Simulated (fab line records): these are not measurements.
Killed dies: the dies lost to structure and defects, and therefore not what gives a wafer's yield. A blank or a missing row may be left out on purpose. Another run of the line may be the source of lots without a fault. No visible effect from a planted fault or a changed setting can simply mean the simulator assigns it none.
Problem report in the 8D (eight disciplines) form, filled by code :: flow gf180mcu :: the parts of the form that need people (team, actions taken, sign-off) are left out

== 1. WHAT WENT WRONG ==
Across 6 wafers from 2 lots, NSD_OVL at GF_NSD_OVL_MEAS_08 averages 307.8 nm, while fault-free wafers read 1.2 nm with a standard deviation of 1.2. So: +99 or more standard deviations from the usual mean.
The first sign was on wafer L172.1 at day 18 12:37, on overlay-02. The record holds 42 wafers of 14 lots with a number at this step. The rule behind "out" and "out of limits": a value lying over 4 standard deviations away from the usual mean. All remaining wafers that have a number are taken as sound.

== 2. WHAT IT IS AND WHAT IT IS NOT ==
question: which readings at this step
is: NSD_OVL
is not: -

question: which lots
is: L172, L173
is not: L157, L158, L159, L160, L161, L162, L163, L165, L167, L175, L176, L180

question: which wafers of those lots
is: all that have a number
is not: -

question: read on which gauges
is: overlay-01, overlay-02
is not: -

question: when
is: from day 18 12:37
is not: up to then (27 sound wafers); but 9 sound wafers of L175, L176, L180 came after

== 3. THE SUSPECTS, EACH WITH WHAT RULES IT OUT ==
Counting: a tool stays on the suspect list if, at a process step up to the reading, it processed all lots that are out and no sound lot following the first of them.
- ruled out: the gauge at GF_NSD_OVL_MEAS_08. Those wafers that are out were read across 2 gauges (overlay-01, overlay-02).
- iline stepper-01 at GF_NSD_EXPOSE_04 (exposes mask Nplus, target cd 400 nm): kept. It processed each lot that is out, first L172 at day 18 00:53, and no sound lot thereafter; up to then, the last sound lot it processed was L165 at day 15 21:47.
Remaining after the count: iline stepper-01 at GF_NSD_EXPOSE_04.

== 4. THE CAUSE (what the simulator had put in) ==
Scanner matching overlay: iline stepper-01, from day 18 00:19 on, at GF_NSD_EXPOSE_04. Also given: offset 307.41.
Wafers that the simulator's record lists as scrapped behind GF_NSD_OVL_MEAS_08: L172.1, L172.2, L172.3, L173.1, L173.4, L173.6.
The count eliminated every tool but this one.

== 5. SEQUENCE OF EFFECTS, ordered by route ==
One row per reading whose mean, taken over the struck wafers that have a number, lies over 3 standard deviations from the usual. Only readings for which the record gives a usual standard deviation are gone through. hours: the time from each lot's start at the first step in this table that gives one to its start at this step, as a median over the lots. sigmas: the change in usual standard deviations.
hours: 0
step: GF_NSD_OVL_MEAS_08
reading: NSD_OVL
usual: 1.2 nm
on struck wafers: 307.8
change: +306.6
sigmas: +99 or more

== 6. WHAT WOULD HAVE CAUGHT IT SOONER ==
In this record the first reading out of limits at a measuring or inspecting step was taken at day 18 12:37, 12 hours after the fault began at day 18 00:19.
Each of the lots that are out, 2 in all, had begun GF_NSD_EXPOSE_04 on iline stepper-01 no later than day 18 12:37. Holding the tool at that point would not have protected any of them.
